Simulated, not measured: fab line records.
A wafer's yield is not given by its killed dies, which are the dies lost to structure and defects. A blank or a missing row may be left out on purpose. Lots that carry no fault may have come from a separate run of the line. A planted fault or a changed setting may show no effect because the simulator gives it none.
8D (eight disciplines) problem report, filled in by code ; flow gf180mcu ; the parts of the form that need people (team, actions taken, sign-off) are left out

## 1. WHAT WENT WRONG
Across 9 wafers from 3 lots, VT_IMPLANT_02_OVL at GF_VT_IMPLANT_OVL_MEAS_29 averages 236.0 nm, while fault-free wafers read 0.0 nm with a standard deviation of 1.4. That is +99 or more standard deviations from the usual mean.
Earliest sighting: wafer L748.1 on overlay-01 at day 11 04:55. Wafers with a number at this step in the record: 39, from 13 lots. Rule for "out", or "out of limits": more than 4 standard deviations from the usual mean. The other wafers with a number count as sound.

## 2. WHAT THIS IS AND IS NOT
question;is;is not
which readings at this step;VT_IMPLANT_02_OVL;-
which lots;L748, L751, L752;L732, L734, L737, L739, L741, L743, L745, L750, L753, L754
which wafers of those lots;all that have a number;-
read on which gauges;overlay-01, overlay-02;-
when;from day 11 04:55;"up to then (21 sound wafers); but 9 sound wafers of L750, L753, L754 came after"

## 3. THE SUSPECTS, EACH WITH WHAT RULES IT OUT
Counting: any tool at a process step up to the reading is kept as a suspect provided that every lot that is out went through it and no sound lot did after the first of them.
- the gauge at GF_VT_IMPLANT_OVL_MEAS_29 is ruled out. The wafers that are out were read on 2 gauges (overlay-01, overlay-02).
- ilineStepper-02 at GF_VT_IMPLANT_EXPOSE_26 (exposes mask LVPWELL HV AREA, target cd 860 nm): kept. All lots that are out passed through it, beginning with L748 at day 10 19:39, and no sound lot followed; its final sound lot before that point was L741 at day 8 21:30.
Remaining after the count: ilineStepper-02 at GF_VT_IMPLANT_EXPOSE_26.

## 4. THE CAUSE (what the simulator had put in)
Scanner matching overlay: ilineStepper-02, from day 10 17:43 on, at GF_VT_IMPLANT_EXPOSE_26. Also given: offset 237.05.
The count eliminated every tool but this one.

## 5. THE EFFECT CHAIN, in route order
Each row: a reading whose mean over the struck wafers that have a number lies more than 3 standard deviations from the usual. Only readings whose record carries a usual standard deviation are examined. hours: median over the lots of the time between each lot's start at the first step of this table that gives one and its start at this step. sigmas: the change, counted in usual standard deviations.
hours;step;reading;usual;on struck wafers;change;sigmas
0;GF_VT_IMPLANT_OVL_MEAS_29;VT_IMPLANT_02_OVL;0.0 nm;236.0;+236.0;+99 or more
Later steps that measure or inspect, where all struck wafers having a row at the step show a number for every such reading and not one has moved that far: GF_V1_OVL_MEAS_15, GF_M4_RS_MEAS_05.

## 6. HOW IT WOULD HAVE BEEN CAUGHT EARLIER
In this record the first reading out of limits at a measuring or inspecting step was taken at day 11 04:55, 11 hours after the fault began at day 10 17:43.
Tool readings at GF_VT_IMPLANT_EXPOSE_26 with a usual standard deviation given in the record: none out on any struck wafer, hence no alarm at a limit of 4 standard deviations on them.
Lots out: 3; of these, L751, L752 started GF_VT_IMPLANT_EXPOSE_26 on ilineStepper-02 after day 11 04:55. A hold on the tool at that time would have spared those 2.
